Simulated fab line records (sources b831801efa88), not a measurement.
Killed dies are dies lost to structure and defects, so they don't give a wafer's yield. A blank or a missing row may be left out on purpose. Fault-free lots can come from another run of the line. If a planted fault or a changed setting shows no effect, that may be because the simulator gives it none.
What tool caused it?    flow sky130    14 lots with 42 wafers sampled at 3 steps, on a route of 708 steps

WHAT EACH GAUGE READ, for each wafer
SKY_NWELL_TW_MEAS_26.
lot   measured      on             NWELL_2_TW
L173  day 5 06:48   film-metro-03  497.4 498.3 496.8
L174  day 5 12:56   film-metro-02  494.8 494.1 493.9
L176  day 6 05:16   film-metro-02  492.7 494.4 487.7
L177  day 6 11:57   film-metro-02  493.1 492.9 496.8
L178  day 6 15:50   film-metro-03  498.3 499.9 498.5
L179  day 6 20:09   film-metro-02  498.0 496.6 495.5
L186  day 8 21:22   film-metro-04  494.5 494.9 496.9
L188  day 9 02:29   film-metro-04  496.5 494.5 497.1
L187  day 9 03:55   film-metro-02  495.7 498.1 496.8
L192  day 10 03:31  film-metro-03  498.2 497.5 497.9
L193  day 10 08:19  film-metro-04  498.0 497.2 497.8
L194  day 10 13:30  film-metro-04  495.7 496.0 495.8
L195  day 10 20:01  film-metro-04  496.0 496.5 498.9
L196  day 11 01:26  film-metro-02  494.8 493.3 491.7

SKY_GATE_OXIDE_THK_MEAS_02.
lot   measured      on             GATE_OXIDE_OXIDATION_00_THK (nm)
L173  day 12 15:20  film-metro-02  10.36 10.31 10.43
L174  day 12 22:08  film-metro-03  10.40 10.26 10.11
L176  day 13 22:28  film-metro-03  10.78 10.57 10.54
L177  day 14 07:42  film-metro-03  10.52 10.40 10.51
L186  day 17 14:50  film-metro-03  10.52 10.61 10.60
L188  day 18 00:43  film-metro-04  10.91 10.77 10.95
L187  day 18 01:57  film-metro-03  10.40 10.54 10.37
L192  day 19 06:58  film-metro-03  10.71 10.56 10.59
L193  day 19 20:32  film-metro-04  10.45 10.44 10.56
L194  day 20 00:13  film-metro-03  10.60 10.70 10.68
L195  day 20 10:20  film-metro-04  10.47 10.62 10.62
L196  day 20 14:22  film-metro-03  10.76 10.65 10.56

WHICH TOOL RAN EACH LOT (tool, then ch and the chambers of the sampled wafers, then the start)
lot   SKY_SONOS_ONO_DEVELOP_12
L173  litho-track-04 ch 0, day 12 11:00
L174  litho-track-04 ch 0, day 12 20:03
L176  litho-track-01 ch 0, day 13 19:08
L177  litho-track-04 ch 0, day 14 05:42
L178  litho-track-04, day 14 07:37
L179  litho-track-01, day 14 17:19
L186  litho-track-01 ch 0, day 17 12:11
L188  litho-track-04 ch 0, day 17 22:41
L187  litho-track-01 ch 0, day 17 23:14
L192  litho-track-01 ch 0, day 19 04:56
L193  litho-track-04 ch 0, day 19 16:28
L194  litho-track-04 ch 0, day 19 22:11
L195  litho-track-04 ch 0, day 20 08:17
L196  litho-track-01 ch 0, day 20 11:40
- SKY_SONOS_ONO_DEVELOP_12: develop time 60 s.

WHAT THE TOOLS THEMSELVES READ (means of the sampled wafers that have a number; where no wafer has one, the mark that the record gives instead)
SKY_SONOS_ONO_DEVELOP_12.
lot   tool            chill-plate-temp-C (C)  resist-line-temp-C (C)
L173  litho-track-04  22.95                   22.92
L174  litho-track-04  22.82                   22.96
L176  litho-track-01  22.98                   22.91
L177  litho-track-04  23.00                   22.98
L178  litho-track-04  -                       -
L179  litho-track-01  -                       -
L186  litho-track-01  22.89                   23.04
L188  litho-track-04  22.85                   22.91
L187  litho-track-01  23.05                   23.07
L192  litho-track-01  22.87                   22.88
L193  litho-track-04  23.00                   22.89
L194  litho-track-04  22.91                   23.11
L195  litho-track-04  22.93                   23.04
L196  litho-track-01  23.04                   23.13

THE ANSWER, worked out from the rows above alone
Rule: the usual values come from the lots themselves. Put in order of their means at a reading, lots are off if they are a third of the lots or fewer, leave a main group of 4 or more, and stand apart from it by a gap of 3 or more times the standard deviation of the main group's means; of several such gaps the widest counts. Not used: any main group whose means are identical at the precision the tables above print for the reading. A lot without any number at a reading at which 4 lots or more have one is off too. All remaining lots with rows at the step are treated as sound. The gauges are gone through in route order, then the tools' own readings, and for those a lot's mean is taken as printed above. At the first step where some lot is off, the reading lying furthest off is the one used; lots without a number count as furthest.
Off: L178, L179, at SKY_SONOS_ONO_DEVELOP_12 (chill-plate-temp-C). Without a number there: L178, L179. Mean 22.94 C and standard deviation 0.072 in the main group.
If a tool, at that step or one of the process steps before it, ran each lot that is off and ran no sound lot following the first of them, it fits. No candidate that was tried fits.

WHAT THE SIMULATOR PUT IN
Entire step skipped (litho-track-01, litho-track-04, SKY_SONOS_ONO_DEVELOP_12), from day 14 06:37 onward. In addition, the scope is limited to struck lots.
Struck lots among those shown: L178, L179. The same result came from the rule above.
